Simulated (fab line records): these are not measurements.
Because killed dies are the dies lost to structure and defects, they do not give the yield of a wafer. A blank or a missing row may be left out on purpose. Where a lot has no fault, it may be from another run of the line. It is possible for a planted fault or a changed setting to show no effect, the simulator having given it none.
The tool behind it: which one?    flow gf180mcu    13 lots, 39 wafers sampled, at 5 steps of a route of 602

## WHAT THE GAUGES READ, wafer by wafer
GF_VT_IMPLANT_TW_MEAS_10.
lot   measured      on             VT_IMPLANT_TW
L939  day 5 13:13   film-metro-04  566.3 567.2 568.6
L940  day 5 20:31   film-metro-03  567.2 568.5 566.6
L942  day 6 14:12   film-metro-04  567.3 563.2 567.0
L943  day 6 23:55   film-metro-03  569.4 569.6 569.3
L944  day 7 01:20   film-metro-04  565.6 566.5 567.6
L945  day 7 04:27   film-metro-03  570.3 566.9 568.8
L946  day 7 13:29   film-metro-01  573.7 570.9 571.7
L949  day 8 05:34   film-metro-03  567.9 567.5 570.1
L953  day 9 06:36   film-metro-04  565.7 566.9 568.3
L954  day 9 12:02   film-metro-01  569.3 570.0 567.0
L959  day 10 20:25  film-metro-04  570.9 568.3 572.6
L961  day 11 05:29  film-metro-04  565.9 563.6 567.3
L962  day 11 18:19  film-metro-03  570.4 568.5 571.4

GF_HV_LDD_OVL_MEAS_08.
lot   measured      on          HV_LDD_OVL (nm)
L939  day 10 00:37  overlay-02  0.2 0.8 0.7
L940  day 10 06:33  overlay-02  -1.2 -0.3 -0.6
L942  day 11 04:17  overlay-02  0.4 2.7 1.6
L943  day 11 14:32  overlay-02  -1.9 0.6 -0.5
L944  day 11 15:08  overlay-02  1.1 0.3 0.8
L945  day 11 19:46  overlay-02  1.4 0.9 2.0
L946  day 12 07:57  overlay-02  0.9 -1.7 -0.8
L949  day 13 03:04  overlay-01  -0.9 1.5 1.8
L953  day 14 08:40  overlay-01  1.3 1.6
L954  day 14 16:55  overlay-01  -2.1 -1.7 -1.0
L959  day 16 04:10  overlay-01  1.7 1.3 0.8
L961  day 16 17:59  overlay-01  2.7 2.4 3.1
L962  day 17 06:49  overlay-02  0.1 0.0 -1.1

GF_HV_LDD_CD_MEAS_19 targets a cd of 400 nm.
lot   measured      on         cd-nm (nm)
L939  day 10 19:01  cd-sem-01  404.0 404.6 401.6
L940  day 11 00:43  cd-sem-02  400.8 401.7 402.5
L942  day 11 23:29  cd-sem-02  401.1 400.6 400.3
L943  day 12 08:53  cd-sem-02  395.8 398.0 398.5
L944  day 12 11:07  cd-sem-02  398.3 398.2 399.3
L945  day 12 15:12  cd-sem-01  403.8 404.0 401.4
L946  day 13 03:52  cd-sem-02  399.8 398.5 401.7
L949  day 13 23:27  cd-sem-02  398.2 399.8 398.6
L953  day 15 06:35  cd-sem-01  403.4 401.1
L954  day 15 14:58  cd-sem-02  397.3 398.8 396.2
L959  day 17 02:50  cd-sem-02  403.3 402.7 402.7
L961  day 17 16:50  cd-sem-01  400.5 401.7 402.8
L962  day 18 06:32  cd-sem-02  399.0 398.0 397.4

## TOOL THAT RAN EACH LOT (tool first, then ch and the chambers of the sampled wafers, then the start)
lot   GF_POLY_GATE_ETCH_13              GF_POLY_GATE_STRIP_14
L939  rie-si-01 ch 0,1,2, day 9 04:02   plasma-asher-03 ch 0,1, day 9 04:05
L940  rie-si-01 ch 0,1,3, day 9 10:44   plasma-asher-01 ch 0,1, day 9 10:50
L942  rie-si-01 ch 1,3, day 10 06:58    plasma-asher-04 ch 0,1, day 10 07:02
L943  rie-si-02 ch 1,2, day 10 18:07    plasma-asher-01 ch 0,1, day 10 18:10
L944  rie-si-01 ch 1,3, day 10 18:55    plasma-asher-04 ch 0,1, day 10 18:59
L945  rie-si-01 ch 0,2, day 10 23:28    plasma-asher-01 ch 0,1, day 10 23:31
L946  rie-si-02 ch 1,2,3, day 11 10:54  plasma-asher-01 ch 0,1, day 11 10:58
L949  rie-si-01 ch 0,1,2, day 12 05:28  plasma-asher-03 ch 0,1, day 12 05:31
L953  rie-si-02 ch 0,1,2, day 13 09:56  plasma-asher-04 ch 0,1, day 13 10:02
L954  rie-si-01 ch 1,2,3, day 13 17:47  plasma-asher-01 ch 0,1, day 13 17:50
L959  rie-si-01 ch 0,1,3, day 15 05:28  plasma-asher-03 ch 0,1, day 15 05:31
L961  rie-si-01 ch 1,2,3, day 15 17:46  plasma-asher-04 ch 0,1, day 15 17:49
L962  rie-si-01 ch 1,2,3, day 16 06:31  plasma-asher-04 ch 0,1, day 16 06:35
- GF_POLY_GATE_ETCH_13: etches poly-Si in HBr/Cl2, stops on SiO2, target depth 198.5 nm, time 69.6 s.
- GF_POLY_GATE_STRIP_14: strips in O2/N2.

## WHAT THE TOOLS THEMSELVES READ (means of the sampled wafers that have a number; where no wafer has one, the mark that the record gives instead)
GF_POLY_GATE_ETCH_13.
lot   tool       drypump-motor-current-A (A)  oes-product-au (a.u.)  throttle-valve-pct (%)
L939  rie-si-01  5.5                          0.997                  33.678
L940  rie-si-01  5.5                          0.995                  33.683
L942  rie-si-01  5.4                          0.990                  33.687
L943  rie-si-02  5.7                          0.996                  33.687
L944  rie-si-01  5.6                          0.995                  33.684
L945  rie-si-01  5.5                          0.991                  33.681
L946  rie-si-02  5.6                          0.980                  33.691
L949  rie-si-01  5.5                          0.991                  33.686
L953  rie-si-02  5.8                          0.896                  33.675
L954  rie-si-01  5.4                          0.990                  33.688
L959  rie-si-01  5.5                          0.985                  33.681
L961  rie-si-01  5.4                          0.982                  33.688
L962  rie-si-01  5.4                          0.992                  33.682

GF_POLY_GATE_STRIP_14.
lot   tool             drypump-motor-current-A (A)  heater-power-w (W)  oes-product-au (a.u.)
L939  plasma-asher-03  5.9                          301                 0.505
L940  plasma-asher-01  6.4                          332                 0.504
L942  plasma-asher-04  6.1                          363                 0.504
L943  plasma-asher-01  6.1                          312                 0.506
L944  plasma-asher-04  5.8                          352                 0.502
L945  plasma-asher-01  6.0                          308                 0.504
L946  plasma-asher-01  6.1                          316                 0.504
L949  plasma-asher-03  6.0                          310                 0.508
L953  plasma-asher-04  5.8                          351                 0.510
L954  plasma-asher-01  6.4                          337                 0.508
L959  plasma-asher-03  5.9                          301                 0.507
L961  plasma-asher-04  6.1                          358                 0.503
L962  plasma-asher-04  5.8                          350                 0.504

## THE ANSWER, worked out from the rows above alone
Rule: the usual values come from the lots themselves. Put in order of their means at a reading, lots are off if they are a third of the lots or fewer, leave a main group of 4 or more, and stand apart from it by a gap of 3 or more times the standard deviation of the main group's means; of several such gaps the widest counts. Not used: any main group whose means are identical at the precision the tables above print for the reading. Also off: a lot with no number at a reading for which 4 or more lots have one. All remaining lots with rows at the step are treated as sound. Order of review: gauges by route order, followed by the tools' own readings, for which a lot's mean as printed above is used. The first step at which some lot is off is used, and at that step the reading that is off furthest; a lot without a number counts as furthest.
Off, at GF_POLY_GATE_ETCH_13 on oes-product-au: L953. The main group has a mean of 0.990 a.u. with a standard deviation of 0.0052.
A tool fits if, at that step or a process step before it, it ran every lot that is off, and no sound lot after the first of them. One candidate fits, namely rie-si-02 at GF_POLY_GATE_ETCH_13. Its last sound lot is L946 (day 11 10:54), its first lot that is off L953 (day 13 09:56): a fault that began between those two fits.
On the lots that are off, the tool's own readings at GF_POLY_GATE_ETCH_13 differ by more than 5 times the standard deviation of the sound lots' means, which bears it out; oes-product-au reads 0.896 a.u. there versus 0.990 a.u. on the sound lots.

## WHAT WAS PUT IN BY THE SIMULATOR
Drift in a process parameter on rie-si-02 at GF_POLY_GATE_ETCH_13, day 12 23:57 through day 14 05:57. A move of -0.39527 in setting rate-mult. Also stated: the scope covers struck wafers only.
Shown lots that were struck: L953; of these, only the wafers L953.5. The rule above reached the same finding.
